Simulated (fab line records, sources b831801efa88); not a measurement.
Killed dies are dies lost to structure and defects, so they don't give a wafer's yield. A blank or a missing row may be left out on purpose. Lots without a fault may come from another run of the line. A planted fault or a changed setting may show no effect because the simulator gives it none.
Which tool did it? | flow sky130 | 11 lots, 32 wafers sampled, at 5 steps of a route of 708

WHAT THE GAUGES READ, wafer by wafer
The record holds no reading of a measuring or inspecting step that can be judged against a usual standard deviation.

WHICH TOOL RAN EACH LOT (tool, then ch and the chambers of the sampled wafers, then the start)
lot  | SKY_LI_CONTACT_STRIP_16              | SKY_LI_CONTACT_SPUTTER_19    | SKY_CONTACT_CMP_04            | SKY_CONTACT_ETCH_16                | SKY_CONTACT_ETCH_17
L237 | plasma_asher-01 ch 0,1, day 30 14:43 | pvd_sputter-04, day 30 15:01 | cmp-01 ch 1,2, day 31 22:07   | rie_diel-01 ch 0,2,3, day 33 02:12 | rie_diel-01 ch 0,2,3, day 33 02:14
L238 | plasma_asher-01 ch 0, day 31 05:25   | pvd_sputter-02, day 31 05:43 | cmp-01 ch 0,1, day 32 11:37   | rie_diel-01 ch 0,3, day 33 16:14   | rie_diel-01 ch 0,3, day 33 16:16
L239 | plasma_asher-04 ch 0,1, day 31 09:25 | pvd_sputter-03, day 31 09:43 | cmp-01 ch 1,3, day 32 14:56   | rie_diel-03 ch 1,2,3, day 33 19:22 | rie_diel-03 ch 1,2,3, day 33 19:25
L241 | plasma_asher-02 ch 0,1, day 31 16:25 | pvd_sputter-02, day 31 16:43 | cmp-02 ch 0,2, day 32 22:35   | rie_diel-02 ch 1,3, day 34 02:49   | rie_diel-02 ch 1,3, day 34 02:52
L243 | plasma_asher-02 ch 0,1, day 32 04:19 | pvd_sputter-04, day 32 04:36 | cmp-02 ch 0,1, day 33 10:16   | rie_diel-01 ch 1,3, day 34 14:16   | rie_diel-01 ch 1,3, day 34 14:19
L242 | plasma_asher-01 ch 0,1, day 32 05:08 | pvd_sputter-03, day 32 05:25 | cmp-01 ch 0,1,2, day 33 10:59 | rie_diel-02 ch 0,1,3, day 34 14:56 | rie_diel-02 ch 0,1,3, day 34 14:58
L248 | plasma_asher-01 ch 0,1, day 33 23:31 | pvd_sputter-02, day 33 23:49 | cmp-01 ch 0,1,2, day 35 05:04 | rie_diel-01 ch 1,3, day 36 08:26   | rie_diel-01 ch 1,3, day 36 08:28
L249 | plasma_asher-02 ch 0,1, day 34 09:07 | pvd_sputter-02, day 34 09:24 | cmp-01 ch 0,1,3, day 35 14:15 | rie_diel-02 ch 1,2,3, day 36 17:44 | rie_diel-02 ch 1,2,3, day 36 17:46
L252 | plasma_asher-01 ch 0,1, day 35 01:31 | pvd_sputter-04, day 35 01:48 | cmp-01 ch 0,2,3, day 36 07:24 | rie_diel-03 ch 0,1,2, day 37 10:01 | rie_diel-03 ch 0,1,2, day 37 10:04
L255 | plasma_asher-02 ch 0,1, day 36 07:55 | pvd_sputter-04, day 36 08:10 | cmp-01 ch 0,1,2, day 37 12:26 | rie_diel-03 ch 0,1,2, day 38 15:00 | rie_diel-03 ch 0,1,2, day 38 15:02
L256 | plasma_asher-02 ch 0, day 36 10:43   | pvd_sputter-03, day 36 10:58 | cmp-01 ch 0,1, day 37 15:53   | rie_diel-02 ch 0,1, day 38 18:08   | rie_diel-02 ch 0,1, day 38 18:10
- SKY_LI_CONTACT_STRIP_16: strips in O2/N2.
- SKY_LI_CONTACT_SPUTTER_19: material Ti, target thk 20 nm, time 106.37 s.
- SKY_CONTACT_CMP_04: polishes SiO2.
- SKY_CONTACT_ETCH_16: etches BARC in N2/H2, stops on SiO2, time 45.9 s, target depth 60 nm.
- SKY_CONTACT_ETCH_17: etches SiO2 in C4F8/O2/Ar, stops on Si3N4, target depth 340 nm.

WHAT THE TOOLS THEMSELVES READ (means of the sampled wafers that have a number; where no wafer has one, the mark that the record gives instead)
SKY_LI_CONTACT_STRIP_16. Usual: chamber_pressure_mTorr 1500.0 mTorr, standard deviation 1.6; drypump_motor_current_A 5.6 A, standard deviation 0.47; oes_product_au 0.375 a.u., standard deviation 0.0051; strip_time_to_endpoint_s 3.50 s, standard deviation 0.034.
lot  | tool            | chamber_pressure_mTorr (mTorr) | drypump_motor_current_A (A) | oes_product_au (a.u.) | strip_time_to_endpoint_s (s) | flag
L237 | plasma_asher-01 | 1500.5                         | 5.3                         | 0.375                 | 3.47                         |
L238 | plasma_asher-01 | 1499.2                         | 5.0                         | 0.371                 | 3.47                         |
L239 | plasma_asher-04 | 1499.8                         | 6.3                         | 0.373                 | 3.50                         |
L241 | plasma_asher-02 | 1499.4                         | 5.4                         | 0.371                 | 3.47                         |
L243 | plasma_asher-02 | 1500.2                         | 5.4                         | 0.378                 | 3.48                         |
L242 | plasma_asher-01 | 1500.5                         | 5.6                         | 0.381                 | 3.53                         |
L248 | plasma_asher-01 | 1501.7                         | 5.6                         | 0.374                 | 3.51                         |
L249 | plasma_asher-02 | 1500.3                         | 5.4                         | 0.374                 | 3.53                         |
L252 | plasma_asher-01 | 1499.7                         | 5.3                         | 0.375                 | 3.50                         |
L255 | plasma_asher-02 | 1498.9                         | 5.3                         | 0.368                 | 3.49                         |
L256 | plasma_asher-02 | 1500.0                         | 5.5                         | 0.378                 | 3.48                         |

SKY_LI_CONTACT_SPUTTER_19. Usual: throttle_valve_pct 29.5 %, standard deviation 1.
lot  | tool           | throttle_valve_pct (%) | flag
L237 | pvd_sputter-04 | 30.5                   |
L238 | pvd_sputter-02 | 29.1                   |
L239 | pvd_sputter-03 | 29.6                   |
L241 | pvd_sputter-02 | 29.4                   |
L243 | pvd_sputter-04 | 29.1                   |
L242 | pvd_sputter-03 | 29.0                   |
L248 | pvd_sputter-02 | 29.8                   |
L249 | pvd_sputter-02 | 29.7                   |
L252 | pvd_sputter-04 | 29.0                   |
L255 | pvd_sputter-04 | 28.9                   |
L256 | pvd_sputter-03 | 28.4                   |

SKY_CONTACT_CMP_04. Usual: motor_current_A 11.9 A, standard deviation 0.88; time_to_endpoint_s 84 s, standard deviation 4.2.
lot  | tool   | motor_current_A (A) | time_to_endpoint_s (s) | flag
L237 | cmp-01 | 11.7                | 83                     |
L238 | cmp-01 | 11.8                | 85                     |
L239 | cmp-01 | 12.5                | 81                     |
L241 | cmp-02 | 11.4                | 79                     |
L243 | cmp-02 | 12.8                | 81                     |
L242 | cmp-01 | 12.0                | 85                     |
L248 | cmp-01 | 11.7                | 85                     |
L249 | cmp-01 | 12.0                | 83                     |
L252 | cmp-01 | 12.3                | 83                     |
L255 | cmp-01 | 11.4                | 83                     |
L256 | cmp-01 | 11.9                | 90                     |

SKY_CONTACT_ETCH_16. Usual: chamber_pressure_mTorr 30.002 mTorr, standard deviation 0.027; drypump_motor_current_A 5.8 A, standard deviation 0.34; oes_product_au 0.855 a.u., standard deviation 0.0043; throttle_valve_pct 13.225 %, standard deviation 0.009.
lot  | tool        | chamber_pressure_mTorr (mTorr) | drypump_motor_current_A (A) | oes_product_au (a.u.) | throttle_valve_pct (%) | flag
L237 | rie_diel-01 | 29.998                         | 5.9                         | 0.854                 | 13.222                 |
L238 | rie_diel-01 | 30.014                         | 5.8                         | 0.853                 | 13.225                 |
L239 | rie_diel-03 | 30.014                         | 5.9                         | 0.856                 | 13.233                 |
L241 | rie_diel-02 | 29.996                         | 5.1                         | 0.855                 | 13.228                 |
L243 | rie_diel-01 | 29.985                         | 6.0                         | 0.856                 | 13.215                 |
L242 | rie_diel-02 | 29.994                         | 5.2                         | 0.856                 | 13.225                 |
L248 | rie_diel-01 | 29.998                         | 6.2                         | 0.858                 | 13.223                 |
L249 | rie_diel-02 | 30.003                         | 5.4                         | 0.859                 | 13.218                 |
L252 | rie_diel-03 | 29.998                         | 6.0                         | 0.849                 | 13.226                 |
L255 | rie_diel-03 | 30.014                         | 6.0                         | 0.854                 | 13.223                 |
L256 | rie_diel-02 | 30.001                         | 5.2                         | 0.855                 | 13.226                 |

SKY_CONTACT_ETCH_17. Usual: chamber_pressure_mTorr 40.00 mTorr, standard deviation 0.035; oes_product_au 0.892 a.u., standard deviation 0.0047.
lot  | tool        | chamber_pressure_mTorr (mTorr) | oes_product_au (a.u.) | flag
L237 | rie_diel-01 | 40.01                          | 0.890                 |
L238 | rie_diel-01 | 39.97                          | 0.893                 |
L239 | rie_diel-03 | 40.02                          | 0.890                 |
L241 | rie_diel-02 | 40.01                          | 0.892                 |
L243 | rie_diel-01 | 40.02                          | 0.889                 |
L242 | rie_diel-02 | 40.00                          | 0.893                 |
L248 | rie_diel-01 | 39.98                          | 0.892                 |
L249 | rie_diel-02 | 39.99                          | 0.891                 |
L252 | rie_diel-03 | 40.01                          | 0.894                 |
L255 | rie_diel-03 | 40.02                          | 0.870                 | OFF
L256 | rie_diel-02 | 40.00                          | 0.855                 | OFF

THE ANSWER, worked out from the rows above alone
Rule: a lot is off if the mean of its wafers that have a number lies more than 3 standard deviations from the usual mean. A lot without any number at a reading at which 4 lots or more have one is off too. The other lots that the step has rows for count as sound. The gauges are gone through in route order, then the tools' own readings, and for those a lot's mean is taken as printed above. The first step at which some lot is off is used, and at that step the reading that is off furthest; a lot without a number counts as furthest.
Off: L255, L256, at SKY_CONTACT_ETCH_17 (oes_product_au).
A tool fits if, at that step or a process step before it, it ran every lot that is off, and no sound lot after the first of them. Can't be told from this: 2 tools fit, plasma_asher-02 at SKY_LI_CONTACT_STRIP_16, cmp-01 at SKY_CONTACT_CMP_04.

WHAT THE SIMULATOR HAD PUT IN
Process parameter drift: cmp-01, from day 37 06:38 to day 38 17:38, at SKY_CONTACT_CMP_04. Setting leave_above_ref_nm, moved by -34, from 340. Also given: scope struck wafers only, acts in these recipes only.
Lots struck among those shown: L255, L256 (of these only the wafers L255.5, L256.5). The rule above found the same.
